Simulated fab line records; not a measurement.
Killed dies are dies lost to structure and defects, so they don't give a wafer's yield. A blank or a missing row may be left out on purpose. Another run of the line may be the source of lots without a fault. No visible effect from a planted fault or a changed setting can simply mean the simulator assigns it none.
fab line records + flow sky130 + part 2 of 2: steps 44 to 44 of 44
[record]
- lots = 6
- wafers = 18
- lastDay = 52
route steps=708 shown VIA3@588 METAL4@598 CAP2M@603 PAD_OPEN@708
lots that met no fault: taken from a fault-free run of the same line
startH: start of the lot's first displayed wafer, in hours after the record's first day + waitH: how many hours have passed since the lot's step before this one + " identical to the entry in the row above + L1.1+2: several wafers, shown together as one row + - value missing, or start not given + * or withheld: withheld + < > ~ a bound
route shown NAME@n: NAME is a module with steps in the file, n the number in the route of the first one + usual: mean and standard deviation over wafers with no fault + same: alike in all rows + chamber/n: place in a boat + sites: the reading at each site + _std_site: the standard deviation of these + _edge_site: outer sites' mean less inner sites' + radiusMm: for every site, how far away it sits from the centre of the wafer + mask NAME#n: copy n + behind: the tool/chamber that last shaped the wafer + hold: reason for holding the lot/hours on hold/outcome of the hold + device: transistor that didn't switch, given as n, p or np + end of line: tests of these same wafers at the route's end + for a step that has no rows: nothing shown but its recipe + killed: dies lost to structure and defects at the first sort, not the wafer's yield + map: per-die view of a wafer (x killed, . not killed, _ where there is no die)
set.NAME: the setting that was run; set.NAME@STEP: the one run at that earlier step + model.NAME: the simulator's own value behind a step, which no gauge read
lots at selected steps of the route; one table per step, one row per wafer
services: from which hour (startH, from the record's first day; less than 0 if before it) a tool's chamber was out of use, for how many hours, and why
[[steps]]
[step SKY_PAD_OPEN_PROBE_99]
[usual]
- defectLimitedYield = 82.5/1.8
- killed_at_M0_to_M3 = 45/6.3
- killed_at_M4_up = 2.8/1.6
- killedAtContacts = 24/5.1
- killedAtFrontEnd = 14/4.4
- killedAtOther = 0.4/0.73
- killedDies = 86/9
- killedOpen = 47/7.8
- killedShort = 39/6.6
- sort_bin_3_pad_short = 0.8/0.42
- sort_bin_5_function = 10.3/1.4
- sort_bin_6_memory = 6.3/1.2
- sortNPass = 406/9
- sortYieldPct = 82.5/1.8
[same]
- grossDies = 492
- killedAtBackSide = 0
- sort_bin_4_leakage[%] = 0
- sort_bin_8_speed[%] = 0
| lot.wafer | tool      | chamber | startH  | waitH | defectLimitedYield[%] | killed_at_M0_to_M3 | killed_at_M4_up | killedAtContacts | killedAtFrontEnd | killedAtOther | killedDies | killedOpen | killedShort | sort_bin_3_pad_short[%] | sort_bin_5_function[%] | sort_bin_6_memory[%] | sortNPass | sortYieldPct[%] | model.etest.met4.lineOhmUm | model.etest.met4.rsOhmSq |
|-----------|-----------|---------|---------|-------|-----------------------|--------------------|-----------------|------------------|------------------|---------------|------------|------------|-------------|-------------------------|------------------------|----------------------|-----------|-----------------|----------------------------|--------------------------|
| L539.2    | prober-01 | -       | 1117.99 | 0.1   | 84.6                  | 41                 | 1               | 26               | 7                | 1             | 76         | 44         | 32          | 0.6                     | 11.2                   | 3.7                  | 416       | 84.6            | 0.1464                     | 0.04226                  |
| L539.4    | prober-01 | -       | 1118.09 | 0.2   | 83.9                  | 34                 | 2               | 32               | 11               | 0             | 79         | 45         | 34          | 0.6                     | 10.0                   | 5.5                  | 413       | 83.9            | 0.1361                     | 0.04212                  |
| L539.6    | prober-01 | -       | 1118.19 | 0.2   | 80.9                  | 45                 | 2               | 31               | 15               | 1             | 94         | 48         | 46          | 1.0                     | 11.2                   | 6.9                  | 398       | 80.9            | 0.1353                     | 0.04205                  |
| L542.1    | prober-01 | -       | 1134.95 | 0.1   | 82.9                  | 37                 | 2               | 31               | 14               | 0             | 84         | 53         | 31          | 0.6                     | 10.2                   | 6.3                  | 408       | 82.9            | 0.1442                     | 0.04326                  |
| L542.4    | prober-01 | -       | 1135.10 | 0.2   | 83.1                  | 37                 | 3               | 28               | 15               | 0             | 83         | 49         | 34          | 0.2                     | 11.4                   | 5.3                  | 409       | 83.1            | 0.1461                     | 0.0435                   |
| L542.5    | prober-01 | -       | 1135.15 | 0.2   | 78.0                  | 56                 | 4               | 31               | 17               | 0             | 108        | 53         | 54          | 1.2                     | 13.4                   | 7.3                  | 384       | 78.0            | 0.1239                     | 0.03686                  |
| L544.4    | prober-02 | -       | 1138.25 | 0.2   | 80.1                  | 53                 | 3               | 18               | 24               | 0             | 98         | 52         | 46          | 0.4                     | 11.8                   | 7.7                  | 394       | 80.1            | 0.1469                     | 0.04284                  |
| L544.5    | prober-02 | -       | 1138.30 | 0.2   | 82.7                  | 43                 | 4               | 21               | 17               | 0             | 85         | 50         | 35          | 0.6                     | 10.4                   | 6.3                  | 407       | 82.7            | 0.1166                     | 0.03608                  |
| L544.6    | prober-02 | -       | 1138.35 | 0.2   | 82.7                  | 49                 | 1               | 16               | 18               | 1             | 85         | 45         | 40          | 0.4                     | 11.0                   | 5.9                  | 407       | 82.7            | 0.1441                     | 0.04247                  |
| L560.1    | prober-01 | -       | 1241.43 | 0.1   | 82.1                  | 47                 | 2               | 25               | 13               | 1             | 88         | 47         | 40          | 0.6                     | 12.8                   | 4.5                  | 404       | 82.1            | 0.146                      | 0.04208                  |
| L560.2    | prober-01 | -       | 1241.48 | 0.1   | 82.3                  | 41                 | 2               | 31               | 13               | 0             | 87         | 53         | 34          | 0                       | 11.0                   | 6.7                  | 405       | 82.3            | 0.1363                     | 0.04208                  |
| L560.3    | prober-01 | -       | 1241.53 | 0.2   | 83.9                  | 38                 | 8               | 18               | 15               | 0             | 79         | 40         | 39          | 0                       | 9.3                    | 6.7                  | 413       | 83.9            | 0.1409                     | 0.04311                  |
| L561.3    | prober-01 | -       | 1244.26 | 0.2   | 81.9                  | 40                 | 1               | 31               | 16               | 1             | 89         | 45         | 43          | 0.6                     | 8.9                    | 8.5                  | 403       | 81.9            | 0.1354                     | 0.04141                  |
| L561.5    | prober-01 | -       | 1244.36 | 0.2   | 78.5                  | 51                 | 1               | 37               | 17               | 0             | 106        | 56         | 49          | 1.2                     | 14.0                   | 6.3                  | 386       | 78.5            | 0.1366                     | 0.04156                  |
| L561.6    | prober-01 | -       | 1244.41 | 0.2   | 82.5                  | 44                 | 5               | 16               | 20               | 1             | 86         | 37         | 49          | 1.6                     | 10.2                   | 5.7                  | 406       | 82.5            | 0.1366                     | 0.04235                  |
| L558.2    | prober-02 | -       | 1244.26 | 0.1   | 83.7                  | 44                 | 4               | 17               | 15               | 0             | 80         | 42         | 38          | 0.4                     | 9.1                    | 6.7                  | 412       | 83.7            | 0.142                      | 0.04317                  |
| L558.4    | prober-02 | -       | 1244.36 | 0.2   | 81.5                  | 45                 | 2               | 29               | 14               | 1             | 91         | 42         | 48          | 1.0                     | 11.0                   | 6.5                  | 401       | 81.5            | 0.1437                     | 0.04224                  |
| L558.6    | prober-02 | -       | 1244.46 | 0.2   | 83.9                  | 43                 | 5               | 19               | 12               | 0             | 79         | 33         | 46          | 0.8                     | 9.3                    | 5.9                  | 413       | 83.9            | 0.1383                     | 0.04191                  |
// killed by level:class
L539.2 VIA1:geometricParticle:open=13 LI_CONTACT:geometricParticle:open=8 CONTACT:geometricParticle:open=8 VIA3:geometricParticle:short=5 VIA2:geometricParticle:short=4 VIA2:geometricParticle:open=4 METAL3:geometricParticle:short=3 LOCAL_INTERCONNECT:geometricParticle:short=3
L539.4 CONTACT:geometricParticle:open=12 LI_CONTACT:geometricParticle:open=9 FIELD_ISO:geometricParticle:open=6 LOCAL_INTERCONNECT:geometricParticle:short=5 METAL1:geometricParticle:short=5 VIA1:geometricParticle:open=5 VIA2:geometricParticle:open=5 VIA3:geometricParticle:open=4
L539.6 CONTACT:geometricParticle:open=12 VIA1:geometricParticle:open=9 CONTACT:geometricParticle:short=7 METAL2:geometricParticle:short=7 POLY_GATE:geometricParticle:open=6 LI_CONTACT:geometricParticle:open=6 METAL1:geometricParticle:short=6 FIELD_ISO:geometricParticle:short=5
L542.1 VIA1:geometricParticle:open=13 CONTACT:geometricParticle:open=11 LI_CONTACT:geometricParticle:open=9 POLY_GATE:geometricParticle:open=6 METAL1:geometricParticle:short=5 LI_CONTACT:geometricParticle:short=4 LOCAL_INTERCONNECT:geometricParticle:short=4 VIA2:geometricParticle:open=4
L542.4 VIA1:geometricParticle:open=14 CONTACT:geometricParticle:open=10 FIELD_ISO:geometricParticle:short=9 LI_CONTACT:geometricParticle:open=8 CONTACT:geometricParticle:short=6 VIA2:geometricParticle:open=6 FIELD_ISO:geometricParticle:open=3 METAL1:geometricParticle:short=3
L542.5 CONTACT:geometricParticle:open=11 VIA1:geometricParticle:open=8 VIA3:geometricParticle:open=8 METAL1:geometricParticle:short=7 METAL3:geometricParticle:short=7 FIELD_ISO:geometricParticle:short=6 LI_CONTACT:geometricParticle:open=6 VIA2:geometricParticle:open=6
L544.4 VIA1:geometricParticle:open=11 VIA2:geometricParticle:open=8 METAL1:geometricParticle:short=7 POLY_GATE:geometricParticle:open=6 VIA3:geometricParticle:open=6 LI_CONTACT:geometricParticle:open=5 METAL2:geometricParticle:short=5 METAL3:geometricParticle:short=5
L544.5 CONTACT:geometricParticle:open=12 VIA1:geometricParticle:open=9 VIA3:geometricParticle:open=7 POLY_GATE:geometricParticle:open=7 METAL2:geometricParticle:short=7 LOCAL_INTERCONNECT:geometricParticle:short=5 METAL1:geometricParticle:short=5 POLY_GATE:geometricParticle:short=4
L544.6 VIA3:geometricParticle:open=7 LI_CONTACT:geometricParticle:open=6 CONTACT:geometricParticle:open=6 VIA1:geometricParticle:open=6 METAL2:geometricParticle:short=6 POLY_GATE:geometricParticle:short=5 POLY_GATE:geometricParticle:open=5 VIA1:geometricParticle:short=5
L560.1 VIA2:geometricParticle:open=11 CONTACT:geometricParticle:open=10 CONTACT:geometricParticle:short=8 FIELD_ISO:geometricParticle:open=6 METAL2:geometricParticle:short=6 VIA1:geometricParticle:short=5 VIA3:geometricParticle:open=5 POLY_GATE:geometricParticle:short=4
L560.2 CONTACT:geometricParticle:open=13 VIA2:geometricParticle:open=9 LI_CONTACT:geometricParticle:open=7 VIA3:geometricParticle:open=7 CONTACT:geometricParticle:short=6 VIA1:geometricParticle:open=6 FIELD_ISO:geometricParticle:short=4 LI_CONTACT:geometricParticle:short=4
L560.3 VIA1:geometricParticle:open=9 VIA2:geometricParticle:open=7 CONTACT:geometricParticle:open=7 METAL2:geometricParticle:short=7 METAL4:geometricParticle:short=7 FIELD_ISO:geometricParticle:open=6 METAL1:geometricParticle:short=5 LOCAL_INTERCONNECT:geometricParticle:short=4
L561.3 CONTACT:geometricParticle:open=12 VIA1:geometricParticle:open=8 CONTACT:geometricParticle:short=7 VIA3:geometricParticle:short=6 POLY_GATE:geometricParticle:short=5 METAL2:geometricParticle:short=5 VIA3:geometricParticle:open=5 FIELD_ISO:geometricParticle:short=4
L558.2 VIA1:geometricParticle:open=16 CONTACT:geometricParticle:open=6 FIELD_ISO:geometricParticle:short=5 LOCAL_INTERCONNECT:geometricParticle:short=5 VIA1:geometricParticle:short=5 VIA2:geometricParticle:open=5 FIELD_ISO:geometricParticle:open=4 METAL1:geometricParticle:short=4
L561.5 LI_CONTACT:geometricParticle:open=11 CONTACT:geometricParticle:short=11 CONTACT:geometricParticle:open=10 VIA1:geometricParticle:open=10 METAL2:geometricParticle:short=10 VIA2:geometricParticle:open=7 VIA3:geometricParticle:open=6 FIELD_ISO:geometricParticle:open=4
L558.4 CONTACT:geometricParticle:open=11 VIA1:geometricParticle:open=11 METAL2:geometricParticle:short=8 METAL1:geometricParticle:short=7 LI_CONTACT:geometricParticle:open=6 CONTACT:geometricParticle:short=6 VIA1:geometricParticle:short=6 FIELD_ISO:geometricParticle:short=4
L561.6 CONTACT:geometricParticle:open=9 METAL2:geometricParticle:short=7 VIA2:geometricParticle:short=7 VIA2:geometricParticle:open=7 METAL1:geometricParticle:short=6 FIELD_ISO:geometricParticle:short=5 FIELD_ISO:geometricParticle:open=4 POLY_GATE:geometricParticle:short=4
L558.6 VIA1:geometricParticle:open=9 METAL1:geometricParticle:short=6 METAL2:geometricParticle:short=6 CONTACT:geometricParticle:short=5 FIELD_ISO:geometricParticle:short=4 LI_CONTACT:geometricParticle:short=4 CONTACT:geometricParticle:open=4 VIA3:geometricParticle:open=4
[[services]]
| tool           | chamber | startH  | hours | kind   |
|----------------|---------|---------|-------|--------|
| cvdW-02        | 0       | 965.64  | 2.4   | repair |
| plasmaAsher-01 | -       | 977.38  | 12.5  | repair |
| rieMetal-04    | -       | 996.06  | 2.8   | pm     |
| plasmaAsher-04 | -       | 1002.74 | 1.3   | repair |
| cmp-01         | -       | 1005.91 | 0.6   | repair |
| cmp-01         | -       | 1006.19 | 1.1   | repair |
| rieMetal-02    | -       | 1017.20 | 0.5   | repair |
| cmp-01         | -       | 1025.01 | 0.5   | repair |
| pvdSputter-03  | -       | 1033.16 | 2.4   | repair |
| pvdSputter-04  | -       | 1035.67 | 1.0   | repair |
| cvdW-01        | 1       | 1044.79 | 2.3   | repair |
| pvdSputter-04  | -       | 1064.81 | 2.5   | repair |
| rieMetal-04    | -       | 1082.36 | 14.6  | pm     |
| cmp-02         | -       | 1084.15 | 4.0   | pm     |
| cvdW-01        | -       | 1087.23 | 1.0   | repair |
| pvdSputter-03  | -       | 1102.28 | 3.6   | repair |
| rieMetal-02    | -       | 1104.26 | 14.6  | pm     |
| pvdSputter-04  | -       | 1107.19 | 1.0   | repair |
| cvdW-01        | -       | 1138.55 | 0.9   | repair |
| cvdW-01        | 1       | 1140.17 | 14.7  | repair |
| cmp-02         | -       | 1152.42 | 0.9   | repair |
| cmp-02         | -       | 1155.33 | 0.5   | repair |
| cmp-01         | -       | 1165.58 | 3.1   | repair |
| cvdW-01        | 0       | 1167.04 | 3.3   | repair |
[[key]]
[firstSign]
- step = SKY_METAL4_METAL_ETCH_18
- reading = oesProductAu
- direction = up
- sigmas = 9.8
- usual = 0.866
- struck = 0.935
effect none on later readings
[modelEffect]
- step = SKY_METAL4_SPUTTER_02
- value = AlCu_of_METAL4_SPUTTER_02.thkNm
- without = 728.2
- struck = 861.3
[modelEffect]
- step = SKY_PAD_OPEN_PROBE_99
- value = etest.met4.lineOhmUm
- without = 0.1425
- struck = 0.1203
metAt SKY_METAL4_SPUTTER_02
struckWafers L542.5,L544.5
onsetBetween 970.41 988.44
[fault]
- kind = processParameterDrift
- tool = pvdSputter-03
- chamber = -
- onsetH = 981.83
- steps = SKY_METAL4_SPUTTER_02
- channel = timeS
- offset = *
- shape = step
- endH = 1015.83
- scope = struckWafersOnly
- actsIn = *
- stated = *
